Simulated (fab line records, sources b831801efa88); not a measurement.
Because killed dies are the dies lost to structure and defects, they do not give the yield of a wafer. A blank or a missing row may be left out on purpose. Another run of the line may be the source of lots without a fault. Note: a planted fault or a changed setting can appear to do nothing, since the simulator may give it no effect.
Which tool did it? -- flow sky130 -- 7 lots, 21 wafers sampled, at 1 step of a route of 708

WHAT EACH GAUGE READ, for each wafer
SKY_FIELD_ISO_THK_MEAS_02.
lot,measured,on,FIELD_ISO_OXIDATION_00_THK (nm)
L392,day 1 21:58,filmMetro-02,12.12 12.25 12.20
L394,day 2 07:38,filmMetro-02,12.89 12.53 12.59
L397,day 2 22:38,filmMetro-02,12.05 12.09 12.27
L399,day 3 08:38,filmMetro-02,12.08 11.94 11.94
L407,day 5 03:58,filmMetro-01,12.21 12.47 12.28
L411,day 5 20:41,filmMetro-01,12.05 11.90 12.03
L413,day 6 07:39,filmMetro-03,11.80 11.75 11.87

WHAT TOOL EACH LOT RAN ON (gives the tool, then ch and the chambers of the sampled wafers, and finally the start)
The record shows no process step preceding these readings.

THE ANSWER, worked out from the rows above alone
Rule: usual is defined by the lots themselves. The widest of any qualifying gaps counts: lots, ordered by their means at a reading, are off when they make up no more than a third of the lots, leave a main group of 4 or more, and stand apart from it by 3 or more times the standard deviation of that group's means. A main group is skipped when, at the precision printed for the reading in the tables above, its means are all equal. Also off: a lot with no number at a reading for which 4 or more lots have one. The other lots that the step has rows for count as sound.
Across all readings shown, no lot is off: no conclusion can be drawn from this.

WHAT HAD BEEN PUT IN BY THE SIMULATOR
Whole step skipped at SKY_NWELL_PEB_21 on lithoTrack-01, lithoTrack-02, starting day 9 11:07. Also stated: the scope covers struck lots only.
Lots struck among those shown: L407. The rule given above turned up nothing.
